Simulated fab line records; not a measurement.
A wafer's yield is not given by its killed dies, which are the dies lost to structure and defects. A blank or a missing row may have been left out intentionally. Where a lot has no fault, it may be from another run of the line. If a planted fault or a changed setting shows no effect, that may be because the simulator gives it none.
fab line records | flow sky130
record lots=5 wafers=15 last-day=50
route steps=708 shown POLY_GATE@220 LDD_N@237 LDD_P@255 PAD_OPEN@708
lots untouched by any fault: they come from a run of this same line in which no faults occurred
start-h: hours from the record's opening day to when the first of the lot's shown wafers began | wait-h: hours elapsed since this lot's preceding step | " as in the row above | L1.1+2: several wafers, shown together as one row | - value missing, or start not given | * or withheld: withheld | < > ~ a bound
route shown NAME@n: NAME is a module with steps in the file, n the number in the route of the first one | usual: mean/standard deviation of fault-free wafers | same: alike in all rows | chamber/n: place in a boat | sites: readings site by site | _std_site: the values' standard deviation | _edge_site: outer sites' mean less inner sites' | radius-mm: how far each site lies from the wafer's centre | mask NAME#n: copy n | behind: the tool/chamber that last shaped the wafer | hold: why the lot went on hold/how many hours it stayed there/how the hold came to an end | device: transistor that didn't switch, given as n, p or np | end of line: the tests these same wafers got at the end of their route | a step given without rows: its recipe and nothing more | killed: at the first sort, the dies lost to defects and structure; wafer yield is something else | map: the dies of a wafer, with x for killed, . for not killed, _ for no die there
set.NAME: the setting that was run; set.NAME@STEP: the one run at that earlier step | model.NAME: the simulator's own value behind a step, which no gauge read
lots at some steps of the route; a table a step, a row a wafer
services: the hour from which a tool's chamber was out of use, counted from the record's first day as start-h (under 0 if before that day), plus the number of hours and why
## steps
# step SKY_POLY_GATE_HMDS_06
# recipe prime-time-s=60 prime-temp-c=120
# step SKY_POLY_GATE_COAT_07
# recipe resist=BARC temp-c=withheld time-s=withheld spin-rpm=3000 resist-thk-nm=110
# step SKY_POLY_GATE_COAT_08
# recipe resist=KrF-thick spin-rpm=3000 resist-thk-nm=450
# step SKY_POLY_GATE_SOFTBAKE_09
# recipe temp-c=100 time-s=90 resist=KrF-thick
# step SKY_POLY_GATE_EXPOSE_10
# recipe mask-id=P1M na=0.68 source-shape=conventional sigma-outer=0.6 target-cd-nm=150 dose-mj=28
# step SKY_POLY_GATE_PEB_11
# recipe peb-temp-c=withheld peb-time-s=withheld resist=KrF-thick
# step SKY_POLY_GATE_DEVELOP_12
# recipe develop-time-s=60 resist=KrF-thick dev-temp-c=21
# step SKY_POLY_GATE_CD_MEAS_13
# recipe target-cd-nm=150
# usual cd-nm=149.9/1.3
# columns lot.wafer tool chamber start-h wait-h cd-nm
L165.2 cd-sem-02 - 396.27 - 151.9
L165.3 " - " " 151.1
L165.6 " - " " 151.1
L169.3 cd-sem-02 - 433.69 - 147.7
L169.4 " - " " 149.9
L169.6 " - " " 148.1
L170.2 cd-sem-01 - 443.27 - 148.1
L170.4 " - " " 146.9
L170.6 " - " " 147.8
L175.3 cd-sem-02 - 488.25 - 149.8
L175.5 " - " " 149.1
L175.6 " - " " 149.1
L185.1 cd-sem-02 - 569.36 - 151.6
L185.2 " - " " 151.8
L185.3 " - " " 151.6
# step SKY_POLY_GATE_OVL_MEAS_14
# usual POLY_GATE_OVL=-1/5.1
# columns lot.wafer tool chamber start-h wait-h POLY_GATE_OVL[nm]
L165.2 overlay-02 - 396.38 0.1 -5
L165.3 " - " " 4
L165.6 " - " " 3
L169.3 overlay-01 - 433.78 0.1 2
L169.4 " - " " -6
L169.6 " - " " -10
L170.2 overlay-01 - 443.38 0.1 -4
L170.4 " - " " -7
L170.6 " - " " 1
L175.3 overlay-02 - 488.34 0.1 -7
L175.5 " - " " 4
L175.6 " - " " -1
L185.1 overlay-01 - 569.48 0.1 -4
L185.2 " - " " -6
L185.3 " - " " -9
# step SKY_POLY_GATE_ETCH_15
# recipe chemistry=N2/H2 target=BARC ion-energy-ev=200 source-w=500 bias-w=100 pressure-mtorr=30 n2-flow-sccm=100 h2-flow-sccm=200 stop-on=SiO2 time-s=118.5 target-depth-a=1100
# usual bias-w=99.99/0.29 drypump-motor-current-A=5.9/0.5 oes-product-au=0.716/0.0046 throttle-valve-pct=13.212/0.0093
# columns lot.wafer tool chamber start-h wait-h bias-w drypump-motor-current-A oes-product-au rf-hours-counter-h throttle-valve-pct
L165.2 rie-diel-02 1 396.41 0.0 100.33 5.6 0.721 100 13.214
L165.3 " 0 " " 99.99 5.9 0.712 77 13.213
L165.6 " 0 " " 99.80 5.9 0.714 - 13.226
L169.3 rie-diel-04 3 433.81 0.0 99.81 5.3 0.724 63 13.208
L169.4 " 1 " " 100.16 6.6 0.710 83 13.203
L169.6 " 0 " " 100.00 6.4 0.710 - 13.207
L170.2 rie-diel-03 1 443.41 0.0 99.73 4.9 0.711 13 13.213
L170.4 " 0 " " 99.55 5.9 0.711 - 13.218
L170.6 " 1 " " 99.86 5.0 0.706 - 13.220
L175.3 rie-diel-02 2 488.36 0.0 100.40 5.4 0.719 11 13.214
L175.5 " 3 " " 99.62 6.0 0.716 - 13.231
L175.6 " 2 " " 99.89 5.5 0.719 - 13.214
L185.1 rie-diel-03 2 569.51 0.0 99.91 6.7 0.715 2 13.221
L185.2 " 3 " " 99.90 6.1 0.721 38 13.195
L185.3 " 0 " " 99.39 5.9 0.719 9 13.218
# step SKY_POLY_GATE_ETCH_16
# recipe stop-on=poly-Si chemistry=CH3F/O2 target=Si3N4 source-w=400 bias-w=80 pressure-mtorr=25 ch3f-flow-sccm=40 O2_flow_sccm=30 time-s=147.5 target-depth-a=750
# usual bias-w=80.01/0.24 drypump-motor-current-A=5.9/0.5 oes-product-au=0.640/0.0051 throttle-valve-pct=10.536/0.0084
# columns lot.wafer tool chamber start-h wait-h bias-w drypump-motor-current-A oes-product-au rf-hours-counter-h throttle-valve-pct
L165.2 rie-diel-02 1 396.49 0.0 80.28 5.6 0.640 100 10.534
L165.3 " 0 " " 79.78 5.9 0.629 77 10.538
L165.6 " 0 " " 79.89 5.9 0.641 - 10.537
L169.3 rie-diel-04 3 433.89 0.0 80.06 5.2 0.633 64 10.532
L169.4 " 1 " " 79.54 6.6 0.644 84 10.535
L169.6 " 0 " " 80.05 6.4 0.640 - 10.528
L170.2 rie-diel-03 1 443.49 0.0 79.94 5.0 0.634 13 10.535
L170.4 " 0 " " 80.30 5.9 0.632 - 10.538
L170.6 " 1 " " 80.19 4.9 0.646 - 10.540
L175.3 rie-diel-02 2 488.45 0.0 80.30 5.4 0.631 11 10.517
L175.5 " 3 " " 80.24 6.0 0.639 - 10.545
L175.6 " 2 " " 80.35 5.4 0.638 - 10.539
L185.1 rie-diel-03 2 569.59 0.0 79.93 6.6 0.648 2 10.521
L185.2 " 3 " " 79.83 6.1 0.641 38 10.536
L185.3 " 0 " " 80.08 5.9 0.641 9 10.550
# step SKY_POLY_GATE_ETCH_17
# recipe target-depth-nm=180 stop-on=SiO2 over-etch-frac=0.56667 chemistry=HBr/Cl2 target=poly-Si icp-w=400 bias-w=100 pressure-mtorr=10 HBr_flow_sccm=150 Cl2_flow_sccm=50 time-s=70.5
# usual bias-w=100.01/0.3 drypump-motor-current-A=5.7/0.49 oes-product-au=0.987/0.0077 throttle-valve-pct=33.685/0.0091
# columns lot.wafer tool chamber start-h wait-h bias-w drypump-motor-current-A oes-product-au rf-hours-counter-h throttle-valve-pct
L165.2 rie-si-02 2 396.59 0.0 99.76 5.6 0.987 6 33.668
L165.3 " 1 " " 99.96 5.8 0.986 4 33.676
L165.6 " 0 " " 99.66 5.3 0.978 - 33.685
L169.3 rie-si-01 3 433.99 0.0 99.92 5.9 0.978 6 33.680
L169.4 " 1 " " 100.19 6.3 0.981 - 33.694
L169.6 " 2 " " 100.16 6.6 0.984 - 33.677
L170.2 rie-si-02 2 443.59 0.0 100.34 5.6 1.005 6 33.685
L170.4 " 3 " " 99.32 5.0 0.984 7 33.688
L170.6 " 3 " " 99.84 5.0 0.985 - 33.696
L175.3 rie-si-02 0 488.54 0.0 99.76 5.3 0.984 10 33.670
L175.5 " 1 " " 100.08 5.8 0.996 - 33.693
L175.6 " 0 " " 99.51 5.3 0.996 - 33.668
L185.1 rie-si-02 0 569.69 0.0 99.87 5.3 0.991 10 33.688
L185.2 " 3 " " 99.91 5.0 0.983 7 33.690
L185.3 " 2 " " 99.91 5.6 0.987 7 33.688
# step SKY_POLY_GATE_STRIP_18
# recipe chemistry=O2/N2 power-w=1400 pressure-mtorr=1500 platen-temp-c=withheld o2-flow-sccm=3000 n2-flow-sccm=300 overash-fraction=0.5
# usual drypump-motor-current-A=5.8/0.38 oes-product-au=0.361/0.0046 strip-time-to-endpoint-s=3.16/0.042
# columns lot.wafer tool chamber start-h wait-h drypump-motor-current-A oes-product-au rf-hours-counter-h strip-time-to-endpoint-s
L165.2 plasma-asher-03 1 396.64 0.0 6.0 0.370 71 3.20
L165.3 " 1 " " 6.0 0.364 - 3.18
L165.6 " 1 " " 6.0 0.364 - 3.21
L169.3 plasma-asher-03 0 434.08 0.1 5.1 0.367 - 3.11
L169.4 " 1 " " 6.0 0.365 - 3.21
L169.6 " 0 " " 5.1 0.357 - 3.13
L170.2 plasma-asher-04 1 443.64 0.0 5.9 0.352 1 3.10
L170.4 " 1 " " 5.9 0.364 - 3.17
L170.6 " 1 " " 5.9 0.364 - 3.14
L175.3 plasma-asher-03 0 488.63 0.1 5.1 0.365 - 3.15
L175.5 " 0 " " 5.1 0.367 - 3.16
L175.6 " 1 " " 6.0 0.361 - 3.10
L185.1 plasma-asher-01 0 569.75 0.0 6.4 0.365 74 3.21
L185.2 " 1 " " 5.6 0.368 74 3.25
L185.3 " 1 " " 5.6 0.367 - 3.22
# step SKY_POLY_GATE_CLEAN_19
# recipe chemistry=SC1/SC2 mix=1:4:20 temp-c=70 time-s=150 dry=n2-spin
# step SKY_POLY_GATE_OXIDATION_20
# recipe temp-c=850 ambient=O2 stabilise-s=600 purge-s=300 target-thk-a=40 ox-time-s=899
# step SKY_POLY_GATE_THK_MEAS_21
# recipe reads=SiO2_of_POLY_GATE_OXIDATION_20
# usual POLY_GATE_OXIDATION_THK=3.99/0.1
# columns lot.wafer tool chamber start-h wait-h POLY_GATE_OXIDATION_THK[nm]
L165.2 film-metro-04 - 399.17 0.0 4.09
L165.3 " - " " 4.07
L165.6 " - " " 4.15
L169.3 film-metro-04 - 436.39 0.0 3.82
L169.4 " - " " 3.86
L169.6 " - " " 3.86
L170.2 film-metro-03 - 446.42 0.0 3.81
L170.4 " - " " 3.92
L170.6 " - " " 3.82
L175.3 film-metro-04 - 490.29 0.0 4.06
L175.5 " - " " 4.09
L175.6 " - " " 4.06
L185.1 film-metro-01 - 572.19 0.0 4.10
L185.2 " - " " 4.19
L185.3 " - " " 4.14
# step SKY_POLY_GATE_CD_MEAS_22
# usual cd-nm=150.2/2.1
# columns lot.wafer tool chamber start-h wait-h cd-nm
L165.2 cd-sem-01 - 399.25 0.1 155.3
L165.3 " - " " 151.1
L165.6 " - " " 154.1
L169.3 cd-sem-01 - 436.49 0.1 149.4
L169.4 " - " " 146.0
L169.6 " - " " 149.0
L170.2 cd-sem-02 - 446.50 0.1 148.2
L170.4 " - " " 148.9
L170.6 " - " " 146.9
L175.3 cd-sem-01 - 490.38 0.1 151.0
L175.5 " - " " 153.7
L175.6 " - " " 151.5
L185.1 cd-sem-02 - 572.25 0.1 153.8
L185.2 " - " " 150.6
L185.3 " - " " 153.0
# step SKY_LDD_N_DEHYDRATE_00
# recipe temp-c=200 time-s=60
# step SKY_LDD_N_HMDS_01
# recipe prime-time-s=60 prime-temp-c=120
# step SKY_LDD_N_COAT_02
# recipe resist=NOVOLAK spin-rpm=3000 resist-thk-nm=300
# step SKY_LDD_N_SOFTBAKE_03
# recipe temp-c=90 time-s=60 resist=NOVOLAK
# step SKY_LDD_N_EXPOSE_04
# recipe mask-id=NTM target-cd-nm=840 na=0.6 source-shape=conventional sigma-outer=0.6 dose-mj=110
# step SKY_LDD_N_PEB_05
# recipe temp-c=withheld time-s=* resist=NOVOLAK
# step SKY_LDD_N_DEVELOP_06
# recipe develop-time-s=60 dev-temp-c=23
# step SKY_LDD_N_OVL_MEAS_07
# usual LDD_N_OVL=0.5/1.7
# columns lot.wafer tool chamber start-h wait-h LDD_N_OVL[nm]
L165.2 overlay-01 - 429.52 0.1 0.1
L165.3 " - " " 1.0
L165.6 " - " " 0.8
L169.3 overlay-02 - 467.12 0.1 -1.4
L169.4 " - " " 0.0
L169.6 " - " " 0.0
L170.2 overlay-02 - 478.01 0.1 4.0
L170.4 " - " " 4.8
L170.6 " - " " 3.4
L175.3 overlay-01 - 522.09 0.1 -1.1
L175.5 " - " " -2.0
L175.6 " - " " -0.9
L185.1 overlay-01 - 601.86 0.1 0.0
L185.2 " - " " -1.7
L185.3 " - " " 0.5
# step SKY_LDD_N_IMPLANT_08
# recipe species=As energy-kev=20 dose-cm2=7.5e+13 tilt-deg=withheld rotation-deg=23
# step SKY_LDD_N_IMPLANT_09
# recipe species=As energy-kev=20 dose-cm2=7.5e+13 tilt-deg=withheld rotation-deg=113
# step SKY_LDD_N_IMPLANT_10
# recipe species=As energy-kev=20 dose-cm2=7.5e+13 tilt-deg=withheld rotation-deg=203
# step SKY_LDD_N_IMPLANT_11
# recipe species=As energy-kev=20 dose-cm2=7.5e+13 tilt-deg=withheld rotation-deg=293
# step SKY_LDD_N_IMPLANT_12
# recipe species=BF2 energy-kev=50 dose-cm2=5e+12 tilt-deg=30 rotation-deg=0
# step SKY_LDD_N_IMPLANT_13
# recipe species=BF2 energy-kev=50 dose-cm2=5e+12 tilt-deg=30 rotation-deg=90
# step SKY_LDD_N_IMPLANT_14
# recipe species=BF2 energy-kev=50 dose-cm2=5e+12 tilt-deg=30 rotation-deg=180
# step SKY_LDD_N_IMPLANT_15
# recipe species=BF2 energy-kev=50 dose-cm2=5e+12 tilt-deg=30 rotation-deg=270
# step SKY_LDD_N_STRIP_16
# recipe chemistry=O2/N2 power-w=1400 pressure-mtorr=1500 platen-temp-c=withheld o2-flow-sccm=3000 n2-flow-sccm=300 overash-fraction=0.5
# usual drypump-motor-current-A=5.6/0.32 oes-product-au=0.406/0.0047 strip-time-to-endpoint-s=4.315/0.014
# columns lot.wafer tool chamber start-h wait-h drypump-motor-current-A oes-product-au rf-hours-counter-h strip-time-to-endpoint-s
L165.2 plasma-asher-02 0 430.75 0.1 5.6 0.397 29 4.292
L165.3 " 1 " " 5.4 0.411 - 4.298
L165.6 " 1 " " 5.5 0.405 - 4.317
L169.3 plasma-asher-02 1 468.38 0.1 5.5 0.405 - 4.343
L169.4 " 0 " " 5.5 0.402 - 4.316
L169.6 " 0 " " 5.6 0.398 - 4.307
L170.2 plasma-asher-02 1 480.19 0.1 5.4 0.403 34 4.319
L170.4 " 1 " " 5.4 0.409 - 4.319
L170.6 " 1 " " 5.5 0.403 - 4.314
L175.3 plasma-asher-02 0 523.35 0.1 5.6 0.406 - 4.318
L175.5 " 0 " " 5.6 0.416 - 4.330
L175.6 " 1 " " 5.4 0.404 - 4.309
L185.1 plasma-asher-02 0 603.09 0.1 5.6 0.408 46 4.309
L185.2 " 1 " " 5.4 0.409 46 4.308
L185.3 " 0 " " 5.6 0.402 - 4.329
# step SKY_LDD_N_TW_MEAS_17
# usual LDD_N_TW=2568/11
# columns lot.wafer tool chamber start-h wait-h LDD_N_TW
L165.2 film-metro-02 - 430.86 0.1 2569
L165.3 " - " " 2582
L165.6 " - " " 2583
L169.3 film-metro-02 - 468.46 0.1 2584
L169.4 " - " " 2580
L169.6 " - " " 2558
L170.2 film-metro-01 - 480.30 0.1 2568
L170.4 " - " " 2576
L170.6 " - " " 2564
L175.3 film-metro-04 - 523.44 0.1 2563
L175.5 " - " " 2554
L175.6 " - " " 2568
L185.1 film-metro-02 - 603.19 0.1 2577
L185.2 " - " " 2565
L185.3 " - " " 2576
# step SKY_LDD_P_DEHYDRATE_00
# recipe temp-c=200 time-s=60
# step SKY_LDD_P_HMDS_01
# recipe prime-time-s=60 prime-temp-c=120
# step SKY_LDD_P_COAT_02
# recipe resist=NOVOLAK spin-rpm=3000 resist-thk-nm=1140
# step SKY_LDD_P_SOFTBAKE_03
# recipe temp-c=90 time-s=60 resist=NOVOLAK
# step SKY_LDD_P_EXPOSE_04
# recipe mask-id=PSDM na=0.6 source-shape=conventional sigma-outer=0.6 polarization=unpolarized target-cd-nm=380 dose-mj=138
# step SKY_LDD_P_PEB_05
# recipe temp-c=withheld time-s=* resist=NOVOLAK
# step SKY_LDD_P_DEVELOP_06
# recipe resist=NOVOLAK developer=TMAH develop-time-s=60 dev-temp-c=23
# step SKY_PAD_OPEN_PROBE_99
# usual killed_at_M0_to_M3=43/7.9 killed_at_M4_up=2.9/1.8 killed-at-contacts=24/5.5 killed-at-front-end=15/4.2 killed-at-other=0.2/0.46 killed-dies=86/11 killed-open=47/8.1 killed-short=39/6.4
# same gross-dies=492 killed-at-back-side=0
# columns lot.wafer tool chamber start-h wait-h killed_at_M0_to_M3 killed_at_M4_up killed-at-contacts killed-at-front-end killed-at-other killed-dies killed-open killed-short
L170.2 prober-01 - 1131.60 0.1 58 2 30 16 0 106 66 40
L170.4 prober-01 - 1131.70 0.2 45 1 18 15 1 80 49 31
L170.6 prober-01 - 1131.80 0.2 46 4 12 8 0 70 32 38
L175.6 prober-02 - 1161.02 0.2 29 0 19 77 0 125 29 25
L185.1 prober-02 - 1200.66 0.1 34 2 16 18 0 70 31 39
L185.2 prober-02 - 1200.71 0.1 38 1 24 16 0 79 40 39
L185.3 prober-02 - 1200.76 0.2 37 1 24 19 0 81 42 39
# killed by level:class
L170.2 CONTACT:geometric-particle:open=15 METAL1:geometric-particle:short=12 VIA1:geometric-particle:open=12 LI_CONTACT:geometric-particle:open=10 VIA2:geometric-particle:open=7 VIA3:geometric-particle:open=7 METAL3:geometric-particle:short=6 FIELD_ISO:geometric-particle:short=4
L170.4 VIA3:geometric-particle:open=14 VIA1:geometric-particle:open=12 FIELD_ISO:geometric-particle:open=5 CONTACT:geometric-particle:open=5 FIELD_ISO:geometric-particle:short=4 LI_CONTACT:geometric-particle:open=4 LOCAL_INTERCONNECT:geometric-particle:short=3 CONTACT:geometric-particle:short=3
L170.6 VIA1:geometric-particle:open=11 VIA3:geometric-particle:open=8 METAL2:geometric-particle:short=7 METAL1:geometric-particle:short=4 VIA3:geometric-particle:short=4 METAL4:geometric-particle:short=4 LOCAL_INTERCONNECT:geometric-particle:short=3 POLY_CUT:geometric-particle:short=3
L175.6 POLY_GATE:unspecified=71 CONTACT:geometric-particle:open=10 VIA1:geometric-particle:open=5 VIA2:geometric-particle:open=5 FIELD_ISO:geometric-particle:short=4 CONTACT:geometric-particle:short=4 VIA3:geometric-particle:short=4 LI_CONTACT:geometric-particle:open=3
L185.1 FIELD_ISO:geometric-particle:short=11 METAL1:geometric-particle:short=6 VIA3:geometric-particle:open=6 LI_CONTACT:geometric-particle:open=5 FIELD_ISO:geometric-particle:open=4 CONTACT:geometric-particle:open=4 VIA1:geometric-particle:short=4 VIA1:geometric-particle:open=4
L185.2 METAL1:geometric-particle:short=8 CONTACT:geometric-particle:open=7 VIA3:geometric-particle:open=7 FIELD_ISO:geometric-particle:open=6 CONTACT:geometric-particle:short=6 METAL3:geometric-particle:short=6 LI_CONTACT:geometric-particle:open=5 FIELD_ISO:geometric-particle:short=4
L185.3 CONTACT:geometric-particle:open=8 VIA1:geometric-particle:open=6 VIA2:geometric-particle:open=6 LI_CONTACT:geometric-particle:open=5 LOCAL_INTERCONNECT:geometric-particle:short=5 VIA1:geometric-particle:short=5 VIA3:geometric-particle:open=5 POLY_GATE:geometric-particle:open=4
# map L175.6 (x killed, . not)
__________......x.x._________
________............x._______
______.x.......x........_____
_____xx.xx...x..x........____
____xxxxxx.............x..___
___xxxxxxxxx...............__
__xxxxxxxxx........x.....x.._
_xxxxxxxxxxxx......x..x..x...
_xxxxxxxxxxx.................
_xxxxxxxx.x..x..........xxx..
_x.xxxxxxx..........x......x.
_...xx.xxx......xx....x......
_..x...x...x..x..............
_.........x...x..............
_...x................x.......
__xx..............x..x.....x_
___x.....................x.__
____x.....x.x..x........x.___
_____......xx.......x.xx.____
______.....x.....x......_____
________....x..x.x...._______
__________.........._________
# map L165.6 (x killed, . not)
__________.x........_________
________..x.x...x..x.._______
______.............xx..x_____
_____.......x.........x..____
____x.xxxxx..........x....___
___....................x...__
__.........x.........xxx..x._
_.....x.............x..x....x
_........x...x..........x.x..
_x.........x.....x........xx.
_....x....x.x..x..x.......x..
_......x...xx.x..........x...
_.x.xx....................x..
_..x....x.......x.........x..
_........x.........x.........
__...x.x...........x..x....._
___..x......x..x.......x...__
____x..x...x......x.....xx___
_____x....x...x.x...x....____
______....x.x......x..x._____
________.x............_______
__________.x........_________
## services
# columns tool chamber start-h hours kind
plasma-asher-04 - 372.60 2.8 repair
rie-diel-02 1 385.54 2.9 repair
plasma-asher-03 - 390.90 0.8 repair
rie-diel-02 2 395.18 7.4 repair
rie-si-02 1 403.35 10.2 repair
rie-diel-03 - 404.32 28.1 pm
rie-diel-02 2 414.28 7.2 repair
plasma-asher-02 - 416.58 8.6 repair
plasma-asher-04 - 417.02 1.9 repair
plasma-asher-04 - 421.25 9.0 pm
rie-diel-04 3 450.06 5.8 repair
rie-diel-04 3 464.90 6.5 repair
rie-diel-03 1 472.50 6.0 repair
rie-diel-03 0 476.00 5.0 repair
rie-diel-03 - 477.65 1.0 repair
rie-si-02 2 481.28 1.6 repair
rie-diel-04 3 502.33 9.1 repair
rie-diel-02 1 515.47 8.6 repair
rie-diel-04 1 519.63 22.7 repair
rie-diel-02 0 522.93 4.4 repair
rie-diel-02 1 539.99 2.4 repair
rie-diel-04 3 546.21 10.7 repair
rie-diel-02 2 577.08 3.0 repair
rie-diel-04 1 595.78 9.9 repair
## key
first-sign step=SKY_PAD_OPEN_PROBE_99 reading=killed-at-front-end direction=up sigmas=15 usual=15 struck=77
effect step=SKY_PAD_OPEN_PROBE_99 reading=killed-dies direction=up sigmas=3.7 usual=86 struck=125
met-at SKY_POLY_GATE_STRIP_18
struck-wafers L175.6
tester-left-out L175
onset-between 434.08 488.63
fault kind=chamber-particle-source tool=plasma-asher-03 chamber=1 onset-h=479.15 steps=SKY_POLY_GATE_STRIP_18 rate-per-visit-cm2=1.7728 end-h=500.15
# tester-left-out: of these lots the tester's yield and bins aren't shown, on N5 and GAA mostly nor the transistor test; their killed dies are dies lost to structure and defects alone, not to doping, threshold or leakage, so they don't give the yield
